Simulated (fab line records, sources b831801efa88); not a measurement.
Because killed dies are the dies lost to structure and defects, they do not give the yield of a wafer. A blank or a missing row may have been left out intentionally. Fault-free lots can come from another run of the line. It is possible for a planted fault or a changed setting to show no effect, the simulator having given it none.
fab line records	flow sky130	part 1 of 2: steps 1 to 27 of 28
[record] lots = 7	wafers = 21	last-day = 50
route steps=708 shown SONOS_ONO@176 GATE_OXIDE@187 POLY_GATE@204 PAD_OPEN@708
lots that met no fault: taken from a fault-free run of the same line
start-h: hours from the record's opening day to when the first of the lot's shown wafers began	wait-h: hours from the lot's prior step to this one	" the same as in the row above	L1.1+2: a row that stands for several wafers	- value missing, or start not given	* or withheld: withheld	< > ~ a bound
route shown NAME@n: NAME is a module with steps in the file, n the number in the route of the first one	usual: the fault-free wafers' mean and standard deviation	same: alike in all rows	chamber/n: place in a boat	sites: readings site by site	_std_site: standard deviation across them	_edge_site: outer sites' mean less inner sites'	radius-mm: for every site, how far away it sits from the centre of the wafer	mask NAME#n: copy n	behind: the most recent tool/chamber to have shaped the wafer	hold: cause of the lot's hold/its duration in hours/its outcome	device: transistor that didn't switch, given as n, p or np	end of line: the route-end tests of the same wafers	step lacking rows: just its recipe	killed: dies lost to structure and defects at the first sort, not the wafer's yield	map: dies across one wafer; x = killed, . = not, _ = none there
set.NAME: setting as actually run; set.NAME@STEP: the setting as run at that earlier step	model.NAME: the simulator's own value behind a step, which no gauge read
certain route steps with their lots: each step a table, each wafer a row
services: a tool's chamber out of use, with start hour (start-h, from the record's first day; less than 0 if before it), hours out, and reason
[[steps]]
[step SKY_SONOS_ONO_COAT_08]
[recipe] resist = NOVOLAK	spin-rpm = 3000	resist-thk-nm = 1140
[step SKY_SONOS_ONO_SOFTBAKE_09]
[recipe] temp-c = 90	time-s = 60	resist = NOVOLAK
[step SKY_SONOS_ONO_EXPOSE_10]
[recipe] mask-id = ONOM	target-cd-nm = 410	na = 0.6	source-shape = conventional	sigma-outer = 0.6	dose-mj = 150
[step SKY_SONOS_ONO_PEB_11]
[recipe] temp-c = withheld	time-s = *	resist = NOVOLAK
[step SKY_SONOS_ONO_DEVELOP_12]
[recipe] develop-time-s = 60	dev-temp-c = 23
[step SKY_SONOS_ONO_CD_MEAS_13]
[recipe] target-cd-nm = 410
[usual] cd-nm = 409.7/2.2
lot.wafer	tool	chamber	start-h	wait-h	cd-nm
L765.2	cd-sem-02	-	322.33	0.1	413.0
L765.3	"	-	"	"	411.9
L765.4	"	-	"	"	409.9
L768.1	cd-sem-02	-	339.66	0.1	405.3
L768.2	"	-	"	"	405.5
L768.5	"	-	"	"	406.3
L773.3	cd-sem-01	-	385.52	0.1	414.3
L773.4	"	-	"	"	413.8
L773.6	"	-	"	"	413.9
L774.1	cd-sem-02	-	388.41	0.1	409.0
L774.3	"	-	"	"	407.6
L774.5	"	-	"	"	407.0
L775.3	cd-sem-01	-	397.60	0.1	407.4
L775.4	"	-	"	"	409.4
L775.5	"	-	"	"	409.2
L781.3	cd-sem-01	-	459.57	0.1	407.3
L781.4	"	-	"	"	407.5
L781.6	"	-	"	"	408.7
L782.1	cd-sem-02	-	467.98	0.1	409.7
L782.2	"	-	"	"	407.2
L782.4	"	-	"	"	410.0
[step SKY_SONOS_ONO_OVL_MEAS_14]
[usual] SONOS_ONO_OVL = 0.6/1.6
lot.wafer	tool	chamber	start-h	wait-h	SONOS_ONO_OVL[nm]
L765.2	overlay-01	-	322.43	0.1	-1.3
L765.3	"	-	"	"	-0.4
L765.4	"	-	"	"	-0.1
L768.1	overlay-01	-	339.78	0.1	-0.5
L768.2	"	-	"	"	1.4
L768.5	"	-	"	"	-0.7
L773.3	overlay-01	-	385.61	0.1	1.9
L773.4	"	-	"	"	0.4
L773.6	"	-	"	"	3.0
L774.1	overlay-02	-	388.53	0.1	1.4
L774.3	"	-	"	"	2.0
L774.5	"	-	"	"	2.7
L775.3	overlay-01	-	397.69	0.1	3.1
L775.4	"	-	"	"	0.7
L775.5	"	-	"	"	2.7
L781.3	overlay-02	-	459.66	0.1	-0.6
L781.4	"	-	"	"	1.9
L781.6	"	-	"	"	-1.5
L782.1	overlay-01	-	468.10	0.1	0.2
L782.2	"	-	"	"	-1.4
L782.4	"	-	"	"	0.3
[step SKY_SONOS_ONO_ETCH_15]
[recipe] target-depth-nm = 19.52	chemistry = CHF3/O2	source-w = 600	bias-w = 200	pressure-mtorr = 40	chf3-flow-sccm = 50	O2_flow_sccm = 5	time-s = 7.8
[usual] bias-w = 200.0/0.65	drypump-motor-current-A = 5.8/0.41	oes-product-au = 1.001/0.0078	throttle-valve-pct = 8.825/0.0094
[same] time-s = 7.8
lot.wafer	tool	chamber	start-h	wait-h	bias-w	drypump-motor-current-A	oes-product-au	rf-hours-counter-h	throttle-valve-pct
L765.2	rie-diel-02	0	322.46	0.0	201.0	5.2	1.002	20	8.833
L765.3	"	1	"	"	200.6	5.8	1.001	60	8.828
L765.4	"	2	"	"	200.5	6.2	1.013	104	8.816
L768.1	rie-diel-02	1	339.81	0.0	200.5	5.8	0.994	60	8.822
L768.2	"	3	"	"	199.0	5.9	1.005	55	8.836
L768.5	"	0	"	"	199.5	5.2	0.994	-	8.845
L773.3	rie-diel-04	1	385.63	0.0	200.2	5.5	1.008	45	8.818
L773.4	"	2	"	"	200.6	5.6	0.987	4	8.824
L773.6	"	2	"	"	200.3	5.5	1.000	-	8.821
L774.1	rie-diel-04	1	388.57	0.0	201.0	5.5	1.005	45	8.826
L774.3	"	3	"	"	199.7	6.3	1.016	1	8.807
L774.5	"	3	"	"	199.8	6.3	1.005	-	8.814
L775.3	rie-diel-04	0	397.71	0.0	199.9	6.0	1.013	30	8.827
L775.4	"	3	"	"	200.1	6.3	1.005	1	8.811
L775.5	"	1	"	"	199.6	5.5	1.006	-	8.827
L781.3	rie-diel-02	3	459.68	0.0	200.5	6.0	1.004	57	8.819
L781.4	"	1	"	"	199.6	5.8	1.000	62	8.824
L781.6	"	0	"	"	199.4	5.2	0.999	-	8.830
L782.1	rie-diel-04	2	468.13	0.0	199.5	5.5	0.981	6	8.834
L782.2	"	0	"	"	200.0	5.9	1.000	32	8.815
L782.4	"	0	"	"	199.6	6.0	1.006	-	8.826
[step SKY_SONOS_ONO_WET_ETCH_16]
[recipe] chemistry = dHF	target-depth-nm = 14	dry = n2-spin	target = SiO2	dilution = 100:1	temp-c = 25	time-s = 280
[step SKY_SONOS_ONO_STRIP_17]
[recipe] chemistry = O2/N2	power-w = 1400	pressure-mtorr = 1500	platen-temp-c = withheld	o2-flow-sccm = 3000	n2-flow-sccm = 300	overash-fraction = 0.5
[usual] drypump-motor-current-A = 5.20/0.26	o2-flow-sccm = 2998/8.8	oes-product-au = 0.709/0.0045	strip-time-to-endpoint-s = 14.10/0.037
lot.wafer	tool	chamber	start-h	wait-h	drypump-motor-current-A	o2-flow-sccm	oes-product-au	rf-hours-counter-h	strip-time-to-endpoint-s
L765.2	plasma-asher-04	0	322.57	0.0	5.13	2997	0.706	18	14.09
L765.3	"	0	"	"	5.13	2993	0.716	-	14.12
L765.4	"	1	"	"	5.37	3002	0.713	-	14.07
L768.1	plasma-asher-02	0	339.94	0.0	4.94	3000	0.712	53	14.02
L768.2	"	1	"	"	5.67	2999	0.722	53	14.06
L768.5	"	1	"	"	5.68	3016	0.711	-	14.01
L773.3	plasma-asher-02	1	385.77	0.0	5.67	2990	0.708	-	14.12
L773.4	"	0	"	"	4.94	2987	0.711	-	14.09
L773.6	"	1	"	"	5.67	2990	0.712	-	14.14
L774.1	plasma-asher-04	0	388.69	0.0	5.15	2997	0.709	25	14.15
L774.3	"	1	"	"	5.38	3000	0.709	-	14.10
L774.5	"	0	"	"	5.15	2998	0.712	-	14.13
L775.3	plasma-asher-02	1	397.87	0.0	5.67	2991	0.715	-	14.07
L775.4	"	0	"	"	4.93	2996	0.710	-	14.08
L775.5	"	0	"	"	4.93	2999	0.711	-	14.12
L781.3	plasma-asher-02	1	459.82	0.0	5.66	2985	0.716	-	14.12
L781.4	"	0	"	"	4.93	2997	0.710	-	14.12
L781.6	"	0	"	"	4.93	2990	0.711	-	14.09
L782.1	plasma-asher-01	1	468.24	0.0	5.03	2991	0.709	4	14.08
L782.2	"	0	"	"	5.06	3000	0.711	4	14.07
L782.4	"	1	"	"	5.02	2995	0.708	-	14.13
[step SKY_SONOS_ONO_WET_ETCH_18]
[recipe] chemistry = H3PO4	target-depth-nm = 15	target = Si3N4	temp-c = 160	time-s = 172
[step SKY_GATE_OXIDE_CLEAN_00]
[recipe] chemistry = SC1/SC2	mix = 1:4:20	temp-c = 70	time-s = 150	dry = n2-spin
[step SKY_GATE_OXIDE_OXIDATION_01]
[recipe] temp-c = 900	ambient = O2	stabilise-s = 600	purge-s = 300	target-thk-a = 102.68	ox-time-s = 1473
[usual] spike-tc-centre-C = 901.1/1.1	zone-power-centre-pct = 18.0/0.73	zone-power-lower-pct = 18.9/0.77	zone-power-upper-pct = 17.6/0.31
lot.wafer	tool	chamber	start-h	wait-h	spike-tc-centre-C	zone-power-centre-pct	zone-power-lower-pct	zone-power-upper-pct	model.SiO2_of_GATE_OXIDE_OXIDATION_01.thk-nm
L765.2	furnace-02	0	322.84	0.0	901.3	18.9	19.6	17.9	10.72
L765.3	"	0	"	"	901.9	18.8	20.1	18.0	10.72
L765.4	"	0	"	"	901.4	19.1	19.9	17.9	10.79
L768.1	furnace-01	0	340.15	0.0	904.2	17.7	18.0	17.4	10.23
L768.2	"	0	"	"	900.8	17.6	18.5	17.4	10.33
L768.5	"	0	"	"	903.2	17.6	18.4	17.5	10.17
L773.3	furnace-01	0	389.54	3.6	883.7	11.7	21.6	20.8	10.13
L773.4	"	0	"	"	884.5	11.6	21.7	20.3	10.15
L773.6	"	0	"	"	883.1	11.7	21.8	20.2	10.32
L774.1	furnace-01	0	389.54	0.6	883.8	11.5	21.6	20.8	10.02
L774.3	"	0	"	"	884.2	11.6	21.4	20.5	10.16
L774.5	"	0	"	"	883.9	11.7	21.4	20.6	10.29
L775.3	furnace-01	0	400.30	2.3	884.2	11.3	21.3	20.6	9.816
L775.4	"	0	"	"	884.6	11.6	21.4	20.3	9.562
L775.5	"	0	"	"	885.8	11.5	21.6	20.6	9.734
L781.3	furnace-01	0	460.00	0.0	901.6	17.5	18.6	17.7	10.09
L781.4	"	0	"	"	900.3	17.2	18.6	17.4	10.16
L781.6	"	0	"	"	900.6	17.4	18.3	17.4	10.17
L782.1	furnace-02	0	468.45	0.0	899.8	18.9	19.4	18.0	10.5
L782.2	"	0	"	"	900.5	19.0	19.7	17.9	10.53
L782.4	"	0	"	"	900.3	18.9	19.7	18.2	10.49
[step SKY_GATE_OXIDE_THK_MEAS_02]
[recipe] reads = SiO2_of_GATE_OXIDE_OXIDATION_01
[usual] GATE_OXIDE_OXIDATION_00_THK = 10.42/0.16
lot.wafer	tool	chamber	start-h	wait-h	hold	GATE_OXIDE_OXIDATION_00_THK[nm]
L765.2	film-metro-01	-	324.26	0.0	-	10.70
L765.3	"	-	"	"	-	10.72
L765.4	"	-	"	"	-	10.82
L768.1	film-metro-03	-	341.56	0.0	-	10.20
L768.2	"	-	"	"	-	10.38
L768.5	"	-	"	"	-	10.20
L774.1	film-metro-02	-	390.95	0.0	-	10.05
L774.3	"	-	"	"	-	10.19
L774.5	"	-	"	"	-	10.30
L773.3	film-metro-01	-	390.97	0.0	await-dispo/0.2h/release	10.15
L773.4	"	-	"	"	await-dispo/0.2h/release	10.15
L773.6	"	-	"	"	await-dispo/0.2h/release	10.35
L773.3	film-metro-01	-	391.20	0.2	-	10.10
L773.4	"	-	"	"	-	10.15
L773.6	"	-	"	"	-	10.27
L775.3	film-metro-01	-	401.73	0.0	await-dispo/0.2h/release	9.81
L775.4	"	-	"	"	await-dispo/0.2h/release	9.57
L775.5	"	-	"	"	await-dispo/0.2h/release	9.67
L775.3	film-metro-01	-	402.01	0.3	-	9.83
L775.4	"	-	"	"	-	9.53
L775.5	"	-	"	"	-	9.73
L781.3	film-metro-02	-	461.42	0.0	-	10.12
L781.4	"	-	"	"	-	10.17
L781.6	"	-	"	"	-	10.19
L782.1	film-metro-02	-	469.86	0.0	-	10.51
L782.2	"	-	"	"	-	10.55
L782.4	"	-	"	"	-	10.47
[step SKY_GATE_OXIDE_HMDS_04]
[recipe] prime-time-s = 60	prime-temp-c = 120
[step SKY_GATE_OXIDE_COAT_05]
[recipe] resist = NOVOLAK	spin-rpm = 3000	resist-thk-nm = 1140
[step SKY_GATE_OXIDE_SOFTBAKE_06]
[recipe] temp-c = 90	time-s = 60	resist = NOVOLAK
[step SKY_GATE_OXIDE_EXPOSE_07]
[recipe] mask-id = LVOM	na = 0.6	source-shape = conventional	sigma-outer = 0.6	polarization = unpolarized	target-cd-nm = 600	dose-mj = 170
[step SKY_GATE_OXIDE_PEB_08]
[recipe] temp-c = withheld	time-s = *	resist = NOVOLAK
[step SKY_GATE_OXIDE_DEVELOP_09]
[recipe] resist = NOVOLAK	developer = TMAH	develop-time-s = 60	dev-temp-c = 23
[step SKY_GATE_OXIDE_OVL_MEAS_10]
[usual] GATE_OXIDE_OVL = 0.2/1.5
lot.wafer	tool	chamber	start-h	wait-h	GATE_OXIDE_OVL[nm]
L765.2	overlay-02	-	349.66	0.1	-2.1
L765.3	"	-	"	"	-0.8
L765.4	"	-	"	"	-0.7
L768.1	overlay-02	-	367.28	0.1	-3.0
L768.2	"	-	"	"	-1.4
L768.5	"	-	"	"	-1.0
L773.3	overlay-01	-	419.48	0.1	-0.7
L773.4	"	-	"	"	0.4
L773.6	"	-	"	"	-0.8
L774.1	overlay-02	-	420.06	0.1	1.4
L774.3	"	-	"	"	-0.2
L774.5	"	-	"	"	0.1
L775.3	overlay-02	-	430.47	0.1	0.7
L775.4	"	-	"	"	-0.4
L775.5	"	-	"	"	0.6
L781.3	overlay-02	-	492.57	0.1	-1.2
L781.4	"	-	"	"	-1.5
L781.6	"	-	"	"	-2.7
L782.1	overlay-01	-	500.43	0.1	0.4
L782.2	"	-	"	"	-0.4
L782.4	"	-	"	"	0.2
[step SKY_GATE_OXIDE_IMPLANT_11]
[recipe] species = B	energy-kev = 10	dose-cm2 = 2.6e+12	tilt-deg = withheld
[step SKY_GATE_OXIDE_WET_ETCH_12]
[recipe] chemistry = dHF	target-depth-nm = 16.8	dry = n2-spin	target = SiO2	dilution = 100:1	temp-c = 25	time-s = 336
[step SKY_GATE_OXIDE_STRIP_13]
[recipe] chemistry = O2/N2	power-w = 1400	pressure-mtorr = 1500	platen-temp-c = withheld	o2-flow-sccm = 3000	n2-flow-sccm = 300	overash-fraction = 0.5
[usual] drypump-motor-current-A = 5.3/0.4	o2-flow-sccm = 3001/8.5	oes-product-au = 0.716/0.0045	strip-time-to-endpoint-s = 14.18/0.038
lot.wafer	tool	chamber	start-h	wait-h	drypump-motor-current-A	o2-flow-sccm	oes-product-au	rf-hours-counter-h	strip-time-to-endpoint-s
L765.2	plasma-asher-01	0	349.96	0.0	5.1	3003	0.717	69	14.18
L765.3	"	1	"	"	5.0	3000	0.715	-	14.09
L765.4	"	0	"	"	5.1	3000	0.714	-	14.10
L768.1	plasma-asher-02	1	367.59	0.0	5.7	2995	0.717	55	14.17
L768.2	"	0	"	"	4.9	3001	0.719	55	14.19
L768.5	"	1	"	"	5.7	3005	0.706	-	14.19
L773.3	plasma-asher-02	1	419.79	0.0	5.7	3009	0.714	-	14.13
L773.4	"	0	"	"	5.0	2998	0.713	-	14.11
L773.6	"	0	"	"	5.0	2999	0.716	-	14.15
L774.1	plasma-asher-01	0	420.35	0.0	5.1	2999	0.715	76	14.21
L774.3	"	1	"	"	5.0	2986	0.719	-	14.24
L774.5	"	1	"	"	5.0	3008	0.711	-	14.16
L775.3	plasma-asher-03	0	430.78	0.0	6.1	2988	0.723	-	14.21
L775.4	"	1	"	"	5.4	2982	0.713	-	14.19
L775.5	"	0	"	"	6.1	3006	0.721	-	14.23
L781.3	plasma-asher-01	1	492.89	0.0	5.0	2992	0.721	-	14.14
L781.4	"	0	"	"	5.1	3018	0.714	-	14.16
L781.6	"	0	"	"	5.1	3007	0.711	-	14.18
L782.1	plasma-asher-02	0	500.71	0.0	4.9	2997	0.722	70	14.21
L782.2	"	1	"	"	5.7	3011	0.702	70	14.21
L782.4	"	1	"	"	5.7	3013	0.713	-	14.19
[step SKY_GATE_OXIDE_TW_MEAS_14]
[usual] GATE_OXIDE_TW = 224.4/1.2
lot.wafer	tool	chamber	start-h	wait-h	hold	GATE_OXIDE_TW
L765.2	film-metro-03	-	350.07	0.1	-	225.6
L765.3	"	-	"	"	-	225.3
L765.4	"	-	"	"	-	223.7
L768.1	film-metro-02	-	367.69	0.1	-	225.1
L768.2	"	-	"	"	-	224.8
L768.5	"	-	"	"	-	224.8
L773.3	film-metro-03	-	419.87	0.1	await-dispo/0.2h/release	224.5
L773.4	"	-	"	"	await-dispo/0.2h/release	224.5
L773.6	"	-	"	"	await-dispo/0.2h/release	223.6
L773.3	film-metro-03	-	420.10	0.2	-	224.2
L773.4	"	-	"	"	-	225.5
L773.6	"	-	"	"	-	223.4
L774.1	film-metro-02	-	420.45	0.1	-	225.5
L774.3	"	-	"	"	-	224.6
L774.5	"	-	"	"	-	223.3
L775.3	film-metro-01	-	430.87	0.1	await-dispo/0.2h/release	225.4
L775.4	"	-	"	"	await-dispo/0.2h/release	225.5
L775.5	"	-	"	"	await-dispo/0.2h/release	224.7
L775.3	film-metro-01	-	431.09	0.2	-	224.8
L775.4	"	-	"	"	-	224.4
L775.5	"	-	"	"	-	226.0
L781.3	film-metro-02	-	492.97	0.1	-	221.9
L781.4	"	-	"	"	-	223.2
L781.6	"	-	"	"	-	224.0
L782.1	film-metro-03	-	500.81	0.1	-	225.0
L782.2	"	-	"	"	-	225.0
L782.4	"	-	"	"	-	226.5
[step SKY_GATE_OXIDE_OXIDATION_16]
[recipe] temp-c = 800	ambient = O2	idle-temp-c = 700	ramp-up-c-per-min = 10	ramp-down-c-per-min = 3	stabilise-s = 600	purge-s = 300	target-thk-a = 35.7	ox-time-s = 1915
[usual] spike-tc-centre-C = 801.0/1.1	zone-power-centre-pct = 14.1/0.58	zone-power-lower-pct = 14.7/0.6	zone-power-upper-pct = 13.69/0.25
lot.wafer	tool	chamber	start-h	wait-h	spike-tc-centre-C	zone-power-centre-pct	zone-power-lower-pct	zone-power-upper-pct	model.SiO2_of_GATE_OXIDE_OXIDATION_01.thk-nm
L765.2	furnace-02	0	352.92	2.7	801.4	15.2	15.5	13.72	12.03
L765.3	"	0	"	"	801.3	14.9	15.4	14.16	12.03
L765.4	"	0	"	"	801.7	14.9	15.5	14.20	12.14
L768.1	furnace-02	0	367.85	0.0	802.4	14.7	15.6	13.95	11.65
L768.2	"	0	"	"	799.6	15.0	15.3	14.09	11.76
L768.5	"	0	"	"	800.9	14.7	15.5	13.77	11.6
L774.1	furnace-01	0	422.47	1.9	800.8	13.6	14.5	13.39	11.38
L774.3	"	0	"	"	801.0	13.4	14.4	13.55	11.49
L774.5	"	0	"	"	800.7	13.7	14.1	13.70	11.66
L773.3	furnace-01	0	424.00	0.8	801.5	13.8	14.3	13.68	11.52
L773.4	"	0	"	"	801.4	13.8	14.4	13.54	11.54
L773.6	"	0	"	"	802.4	13.7	14.3	13.55	11.71
L775.3	furnace-01	0	439.44	2.7	802.5	13.7	14.4	13.56	11.23
L775.4	"	0	"	"	804.1	13.7	14.3	13.59	10.99
L775.5	"	0	"	"	799.4	13.6	14.1	13.47	11.16
L781.3	furnace-01	0	494.19	1.1	802.7	13.7	14.4	13.35	11.47
L781.4	"	0	"	"	800.2	13.6	14.2	13.51	11.56
L781.6	"	0	"	"	800.6	13.9	14.5	13.68	11.55
L782.1	furnace-01	0	500.92	0.0	801.8	13.5	14.2	13.81	11.85
L782.2	"	0	"	"	801.1	13.6	14.5	13.63	11.86
L782.4	"	0	"	"	801.6	13.7	14.2	13.40	11.8
[step SKY_POLY_GATE_CVD_00]
[recipe] material = poly-Si	target-thk-nm = 180	temp-c = 620	time-s = 720	pressure-mtorr = 200
[[key]]
[first-sign] step = SKY_GATE_OXIDE_OXIDATION_01	reading = spike-tc-centre-C	direction = down	sigmas = 16	usual = 901.1	struck = 884.2
[effect] step = SKY_GATE_OXIDE_OXIDATION_01	reading = zone-power-upper-pct	direction = up	sigmas = 9.5	usual = 17.6	struck = 20.5
[effect] step = SKY_GATE_OXIDE_THK_MEAS_02	reading = visit	direction = added
[effect] step = SKY_GATE_OXIDE_TW_MEAS_14	reading = visit	direction = added
[model-effect] step = SKY_GATE_OXIDE_OXIDATION_01	value = SiO2_of_GATE_OXIDE_OXIDATION_01.thk-nm	without = 10.5	struck = 10.02
[model-effect] step = SKY_GATE_OXIDE_OXIDATION_16	value = SiO2_of_GATE_OXIDE_OXIDATION_01.thk-nm	without = 11.85	struck = 11.41
[model-effect] step = SKY_PAD_OPEN_PROBE_99	value = etest.nfet_16v.r-on-ohm-um	without = 1.403e+04	struck = 1.378e+04
met-at SKY_GATE_OXIDE_OXIDATION_01
struck-wafers L773.3,L773.4,L773.6,L774.1,L774.3,L774.5,L775.3,L775.4,L775.5
tester-left-out L773,L774,L775
onset-between 340.15 389.54
[fault] kind = process-parameter-drift	tool = furnace-01	chamber = -	onset-h = 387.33	steps = SKY_GATE_OXIDE_OXIDATION_01	channel = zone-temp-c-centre	offset = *	shape = step	end-h = 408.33
// tester-left-out: of these lots the tester's yield and bins aren't shown, on N5 and GAA mostly nor the transistor test; their killed dies are dies lost to structure and defects alone, not to doping, threshold or leakage, so they don't give the yield
